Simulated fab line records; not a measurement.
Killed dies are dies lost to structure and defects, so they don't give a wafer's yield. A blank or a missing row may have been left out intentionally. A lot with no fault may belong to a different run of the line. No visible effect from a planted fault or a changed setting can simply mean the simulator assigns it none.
fab line records ; flow gf180mcu
record: lots: 13; wafers: 39; last-day: 34
route steps=602 shown POLY_GATE@167 NSD@237 PSD@259
lots untouched by any fault: they come from a run of this same line in which no faults occurred
start-h: hours from the record's first day to the start of the lot's first wafer shown ; wait-h: how many hours have passed since the lot's step before this one ; " unchanged from the row above ; L1.1+2: a row that stands for several wafers ; - no value, or no start was given ; * or withheld: withheld ; < > ~ a bound
route shown NAME@n: a module of which the file shows steps, and the number in the route of the first ; usual: mean/standard deviation taken from wafers without a fault ; same: alike in all rows ; chamber/n: place in a boat ; sites: each site's reading ; _std_site: their standard deviation ; _edge_site: the outer-site mean with the inner-site mean subtracted ; radius-mm: for every site, how far away it sits from the centre of the wafer ; mask NAME#n: copy n ; behind: the last tool/chamber to shape the wafer ; hold: reason for holding the lot/hours on hold/outcome of the hold ; device: transistor that didn't switch, given as n, p or np ; end of line: the route-end tests of the same wafers ; a step with no rows: only its recipe ; killed: not the wafer's yield, but the dies lost to structure and defects at the first sort ; map: the dies of a wafer, with x for killed, . for not killed, _ for no die there
set.NAME: setting as actually run; set.NAME@STEP: the setting as run at that earlier step ; model.NAME: the simulator's own value behind a step, which no gauge read
one table for each step of the route and one row for each wafer, over a sample of lots
services: a tool's chamber out of use, with start hour (start-h, from the record's first day; less than 0 if before it), hours out, and reason
== steps ==
step: GF_POLY_GATE_CD_MEAS_10
recipe: target-cd-nm: 280
usual: cd-nm: 279.6/1.2
lot.wafer;tool;chamber;start-h;wait-h;cd-nm
L334.3;cd-sem-02;-;204.56;0.1;279.9
L334.5;cd-sem-02;-;204.56;0.1;280.0
L334.6;cd-sem-02;-;204.56;0.1;280.3
L338.3;cd-sem-01;-;238.16;0.1;278.0
L338.4;cd-sem-01;-;238.16;0.1;278.2
L338.5;cd-sem-01;-;238.16;0.1;278.1
L339.1;cd-sem-01;-;246.83;0.1;279.8
L339.3;cd-sem-01;-;246.83;0.1;280.3
L339.6;cd-sem-01;-;246.83;0.1;280.3
L341.1;cd-sem-02;-;272.17;0.1;278.8
L341.3;cd-sem-02;-;272.17;0.1;279.6
L341.6;cd-sem-02;-;272.17;0.1;279.9
L344.1;cd-sem-01;-;287.78;0.1;280.9
L344.5;cd-sem-01;-;287.78;0.1;281.5
L344.6;cd-sem-01;-;287.78;0.1;281.4
L345.3;cd-sem-02;-;296.72;0.1;280.4
L345.4;cd-sem-02;-;296.72;0.1;281.1
L345.6;cd-sem-02;-;296.72;0.1;281.1
L347.3;cd-sem-01;-;300.87;0.1;278.1
L347.4;cd-sem-01;-;300.87;0.1;278.8
L347.6;cd-sem-01;-;300.87;0.1;279.0
L350.3;cd-sem-01;-;325.27;0.1;277.9
L350.5;cd-sem-01;-;325.27;0.1;277.9
L350.6;cd-sem-01;-;325.27;0.1;278.6
L349.2;cd-sem-01;-;326.29;0.1;277.8
L349.3;cd-sem-01;-;326.29;0.1;278.5
L349.4;cd-sem-01;-;326.29;0.1;280.0
L351.1;cd-sem-01;-;342.57;0.1;279.1
L351.2;cd-sem-01;-;342.57;0.1;279.3
L351.4;cd-sem-01;-;342.57;0.1;278.9
L352.2;cd-sem-02;-;343.84;0.1;278.8
L352.4;cd-sem-02;-;343.84;0.1;278.3
L352.6;cd-sem-02;-;343.84;0.1;276.9
L353.3;cd-sem-01;-;346.21;0.1;280.6
L353.4;cd-sem-01;-;346.21;0.1;279.7
L353.5;cd-sem-01;-;346.21;0.1;280.0
L355.2;cd-sem-02;-;361.79;0.1;282.1
L355.3;cd-sem-02;-;361.79;0.1;281.7
L355.5;cd-sem-02;-;361.79;0.1;280.9
step: GF_NSD_COAT_02
recipe: resist: NOVOLAK; spin-rpm: 3000; resist-thk-nm: 1014
usual: chill-plate-temp-C: 23.01/0.1; spin-speed-rpm: 2999.8/2.2
lot.wafer;tool;chamber;start-h;wait-h;chill-plate-temp-C;spin-speed-rpm
L334.3;litho-track-04;0;296.60;0.1;23.17;2996.4
L334.5;litho-track-04;0;296.60;0.1;23.08;2998.3
L334.6;litho-track-04;0;296.60;0.1;23.04;3000.3
L338.3;litho-track-04;0;331.20;0.1;22.97;2879.6
L338.4;litho-track-04;0;331.20;0.1;23.04;2882.1
L338.5;litho-track-04;0;331.20;0.1;23.01;2880.8
L339.1;litho-track-04;0;342.75;0.1;22.95;2878.1
L339.3;litho-track-04;0;342.75;0.1;23.07;2880.7
L339.6;litho-track-04;0;342.75;0.1;23.11;2881.2
L341.1;litho-track-02;0;371.07;0.1;23.03;3000.1
L341.3;litho-track-02;0;371.07;0.1;23.13;2997.3
L341.6;litho-track-02;0;371.07;0.1;23.06;2999.3
L344.1;litho-track-03;0;391.42;0.1;22.93;2997.2
L344.5;litho-track-03;0;391.42;0.1;23.03;3000.1
L344.6;litho-track-03;0;391.42;0.1;22.98;3000.0
L345.3;litho-track-02;0;400.12;0.1;22.90;3000.2
L345.4;litho-track-02;0;400.12;0.1;23.02;3000.8
L345.6;litho-track-02;0;400.12;0.1;22.97;3000.4
L347.3;litho-track-03;0;406.67;0.1;23.21;2999.2
L347.4;litho-track-03;0;406.67;0.1;23.14;2997.2
L347.6;litho-track-03;0;406.67;0.1;23.13;3000.3
L350.3;litho-track-03;0;431.87;0.1;23.03;3000.4
L350.5;litho-track-03;0;431.87;0.1;23.02;2999.2
L350.6;litho-track-03;0;431.87;0.1;23.10;3003.1
L349.2;litho-track-03;0;434.00;0.1;23.22;2999.4
L349.3;litho-track-03;0;434.00;0.1;22.94;3003.4
L349.4;litho-track-03;0;434.00;0.1;22.94;3001.7
L351.1;litho-track-04;0;452.75;0.1;23.09;3002.9
L351.2;litho-track-04;0;452.75;0.1;23.07;3001.0
L351.4;litho-track-04;0;452.75;0.1;23.02;3002.0
L352.2;litho-track-02;0;455.09;0.1;23.01;3000.1
L352.4;litho-track-02;0;455.09;0.1;23.06;2997.3
L352.6;litho-track-02;0;455.09;0.1;23.13;2998.8
L353.3;litho-track-02;0;456.41;0.1;22.88;2996.5
L353.4;litho-track-02;0;456.41;0.1;22.77;2995.7
L353.5;litho-track-02;0;456.41;0.1;22.98;2999.9
L355.2;litho-track-04;0;473.72;0.1;22.94;3000.5
L355.3;litho-track-04;0;473.72;0.1;22.94;2995.5
L355.5;litho-track-04;0;473.72;0.1;22.98;3003.5
step: GF_NSD_OVL_MEAS_08
usual: NSD_OVL: 0.0/1.7
lot.wafer;tool;chamber;start-h;wait-h;NSD_OVL[nm]
L334.3;overlay-02;-;306.45;0.1;1.3
L334.5;overlay-02;-;306.45;0.1;1.0
L334.6;overlay-02;-;306.45;0.1;1.3
L338.3;overlay-01;-;342.10;0.1;-1.1
L338.4;overlay-01;-;342.10;0.1;-0.4
L338.5;overlay-01;-;342.10;0.1;-0.9
L339.1;overlay-01;-;353.69;0.1;0.8
L339.3;overlay-01;-;353.69;0.1;-0.4
L339.6;overlay-01;-;353.69;0.1;-0.4
L341.1;overlay-01;-;382.92;0.1;3.5
L341.3;overlay-01;-;382.92;0.1;3.2
L341.6;overlay-01;-;382.92;0.1;2.8
L344.1;overlay-01;-;403.24;0.1;2.5
L344.5;overlay-01;-;403.24;0.1;3.2
L344.6;overlay-01;-;403.24;0.1;1.6
L345.3;overlay-01;-;412.08;0.1;1.7
L345.4;overlay-01;-;412.08;0.1;1.0
L345.6;overlay-01;-;412.08;0.1;1.4
L347.3;overlay-02;-;419.25;0.1;0.7
L347.4;overlay-02;-;419.25;0.1;0.9
L347.6;overlay-02;-;419.25;0.1;-0.5
L350.3;overlay-02;-;444.83;0.1;-0.4
L350.5;overlay-02;-;444.83;0.1;1.3
L350.6;overlay-02;-;444.83;0.1;1.0
L349.2;overlay-02;-;446.90;0.1;1.8
L349.3;overlay-02;-;446.90;0.1;0.8
L349.4;overlay-02;-;446.90;0.1;1.6
L351.1;overlay-01;-;465.08;0.1;-0.1
L351.2;overlay-01;-;465.08;0.1;-0.2
L351.4;overlay-01;-;465.08;0.1;1.0
L352.2;overlay-02;-;467.59;0.1;-2.6
L352.4;overlay-02;-;467.59;0.1;-3.1
L352.6;overlay-02;-;467.59;0.1;-1.5
L353.3;overlay-01;-;468.70;0.1;-0.1
L353.4;overlay-01;-;468.70;0.1;0.8
L353.5;overlay-01;-;468.70;0.1;0.1
L355.2;overlay-01;-;485.57;0.1;-2.2
L355.3;overlay-01;-;485.57;0.1;-2.4
L355.5;overlay-01;-;485.57;0.1;-1.7
step: GF_NSD_STRIP_11
recipe: chemistry: O2/N2; power-w: 1400; pressure-mtorr: 1500; platen-temp-c: 250; o2-flow-sccm: 3000; n2-flow-sccm: 300; overash-fraction: 0.5
usual: drypump-motor-current-A: 5.7/0.5; heater-power-w: 341/27; oes-product-au: 0.489/0.0043; platen-temp-c: 249.95/0.18; strip-time-to-endpoint-s: 23.12/0.039
lot.wafer;tool;chamber;start-h;wait-h;drypump-motor-current-A;heater-power-w;oes-product-au;platen-temp-c;rf-hours-counter-h;strip-time-to-endpoint-s
L334.3;plasma-asher-03;0;306.81;0.1;6.2;317;0.488;249.95;-;23.10
L334.5;plasma-asher-03;0;306.81;0.1;6.1;317;0.483;249.84;-;23.12
L334.6;plasma-asher-03;1;306.81;0.1;6.2;352;0.486;249.90;-;23.13
L338.3;plasma-asher-02;0;342.46;0.1;5.2;359;0.491;250.12;-;23.27
L338.4;plasma-asher-02;1;342.46;0.1;6.0;346;0.503;249.85;-;23.33
L338.5;plasma-asher-02;0;342.46;0.1;5.2;362;0.489;250.07;-;23.33
L339.1;plasma-asher-02;1;354.03;0.1;6.1;350;0.492;249.87;24;23.42
L339.3;plasma-asher-02;0;354.03;0.1;5.2;365;0.490;250.16;-;23.44
L339.6;plasma-asher-02;0;354.03;0.1;5.2;357;0.489;249.77;-;23.41
L341.1;plasma-asher-02;0;383.26;0.1;5.2;370;0.490;249.91;27;23.17
L341.3;plasma-asher-02;0;383.26;0.1;5.2;367;0.489;249.60;-;23.13
L341.6;plasma-asher-02;1;383.26;0.1;6.1;354;0.492;250.04;-;23.16
L344.1;plasma-asher-04;0;403.58;0.1;5.7;310;0.492;249.66;78;23.15
L344.5;plasma-asher-04;1;403.58;0.1;4.8;290;0.490;249.89;-;23.15
L344.6;plasma-asher-04;0;403.58;0.1;5.7;311;0.488;249.85;-;23.14
L345.3;plasma-asher-02;1;412.44;0.1;6.0;357;0.496;250.07;-;23.08
L345.4;plasma-asher-02;0;412.44;0.1;5.2;363;0.491;249.96;-;23.10
L345.6;plasma-asher-02;0;412.44;0.1;5.2;363;0.484;249.81;-;23.10
L347.3;plasma-asher-02;1;419.60;0.1;6.1;351;0.480;249.82;-;23.14
L347.4;plasma-asher-02;0;419.60;0.1;5.2;367;0.493;249.92;-;23.12
L347.6;plasma-asher-02;0;419.60;0.1;5.2;373;0.490;249.95;-;23.14
L350.3;plasma-asher-03;0;445.19;0.1;6.2;313;0.490;250.15;-;23.14
L350.5;plasma-asher-03;0;445.19;0.1;6.2;313;0.486;250.04;-;23.17
L350.6;plasma-asher-03;1;445.19;0.1;6.2;338;0.490;249.82;-;23.16
L349.2;plasma-asher-02;1;447.23;0.1;6.0;351;0.499;249.92;34;23.10
L349.3;plasma-asher-02;0;447.23;0.1;5.2;354;0.487;250.11;-;23.11
L349.4;plasma-asher-02;1;447.23;0.1;6.0;367;0.490;250.15;-;23.13
L351.1;plasma-asher-02;0;465.42;0.1;5.2;359;0.483;249.81;36;23.11
L351.2;plasma-asher-02;1;465.42;0.1;6.1;354;0.496;249.95;36;23.15
L351.4;plasma-asher-02;1;465.42;0.1;6.1;356;0.497;249.78;-;23.14
L352.2;plasma-asher-04;1;467.92;0.1;4.8;289;0.493;249.68;86;23.09
L352.4;plasma-asher-04;1;467.92;0.1;4.8;289;0.487;250.22;-;23.16
L352.6;plasma-asher-04;0;467.92;0.1;5.7;300;0.491;250.19;-;23.09
L353.3;plasma-asher-04;0;469.06;0.1;5.6;305;0.490;250.10;-;23.08
L353.4;plasma-asher-04;1;469.06;0.1;4.8;292;0.490;250.35;-;23.11
L353.5;plasma-asher-04;0;469.06;0.1;5.7;304;0.489;249.90;-;23.16
L355.2;plasma-asher-03;0;485.90;0.1;6.2;320;0.490;249.96;71;23.11
L355.3;plasma-asher-03;0;485.90;0.1;6.2;322;0.487;249.67;-;23.09
L355.5;plasma-asher-03;0;485.90;0.1;6.2;318;0.481;249.56;-;23.07
step: GF_PSD_TW_MEAS_11
usual: PSD_TW: 3190/20
lot.wafer;tool;chamber;start-h;wait-h;PSD_TW
L334.3;film-metro-01;-;327.96;0.1;3184
L334.5;film-metro-01;-;327.96;0.1;3181
L334.6;film-metro-01;-;327.96;0.1;3179
L338.3;film-metro-03;-;364.85;0.1;3219
L338.4;film-metro-03;-;364.85;0.1;3205
L338.5;film-metro-03;-;364.85;0.1;3227
L339.1;film-metro-04;-;376.23;0.1;3182
L339.3;film-metro-04;-;376.23;0.1;3194
L339.6;film-metro-04;-;376.23;0.1;3197
L341.1;film-metro-01;-;406.43;0.1;3124
L341.3;film-metro-01;-;406.43;0.1;3142
L341.6;film-metro-01;-;406.43;0.1;3148
L344.1;film-metro-03;-;427.90;0.1;3187
L344.5;film-metro-03;-;427.90;0.1;3174
L344.6;film-metro-03;-;427.90;0.1;3190
L345.3;film-metro-01;-;436.72;0.1;3195
L345.4;film-metro-01;-;436.72;0.1;3195
L345.6;film-metro-01;-;436.72;0.1;3193
L347.3;film-metro-03;-;443.30;0.1;3209
L347.4;film-metro-03;-;443.30;0.1;3213
L347.6;film-metro-03;-;443.30;0.1;3210
L350.3;film-metro-04;-;469.39;0.1;3183
L350.5;film-metro-04;-;469.39;0.1;3185
L350.6;film-metro-04;-;469.39;0.1;3191
L349.2;film-metro-01;-;471.59;0.1;3175
L349.3;film-metro-01;-;471.59;0.1;3169
L349.4;film-metro-01;-;471.59;0.1;3189
L351.1;film-metro-03;-;489.08;0.1;3196
L351.2;film-metro-03;-;489.08;0.1;3202
L351.4;film-metro-03;-;489.08;0.1;3189
L352.2;film-metro-01;-;492.19;0.1;3164
L352.4;film-metro-01;-;492.19;0.1;3180
L352.6;film-metro-01;-;492.19;0.1;3179
L353.3;film-metro-04;-;493.75;0.1;3200
L353.4;film-metro-04;-;493.75;0.1;3201
L353.5;film-metro-04;-;493.75;0.1;3197
L355.2;film-metro-04;-;510.01;0.1;3233
L355.3;film-metro-04;-;510.01;0.1;3224
L355.5;film-metro-04;-;510.01;0.1;3221
== services ==
tool;chamber;start-h;hours;kind
plasma-asher-03;-;374.65;22.8;repair
plasma-asher-02;-;390.18;0.9;repair
plasma-asher-03;-;391.33;1.6;repair
plasma-asher-03;-;447.28;5.6;repair
== key ==
first-sign: step: GF_NSD_COAT_02; reading: spin-speed-rpm; direction: down; sigmas: 54; usual: *; struck: *
effect: step: GF_NSD_STRIP_11; reading: strip-time-to-endpoint-s; direction: up; sigmas: 6.3; usual: *; struck: *
met-at GF_NSD_COAT_02
struck-lots L338,L339
tester-left-out L338,L339
not-acting-at GF_POLY_GATE_CD_MEAS_10,GF_NSD_OVL_MEAS_08,GF_PSD_TW_MEAS_11
onset-between 296.60 331.20
fault: kind: process-parameter-drift; tool: litho-track-04; chamber: -; onset-h: 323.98; steps: GF_NSD_COAT_02; channel: spin-rpm; offset: *; shape: step; end-h: 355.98; acts-in: *; stated: *
tester-left-out: of these lots the tester's yield and bins aren't shown, on N5 and GAA mostly nor the transistor test; their killed dies are dies lost to structure and defects alone, not to doping, threshold or leakage, so they don't give the yield
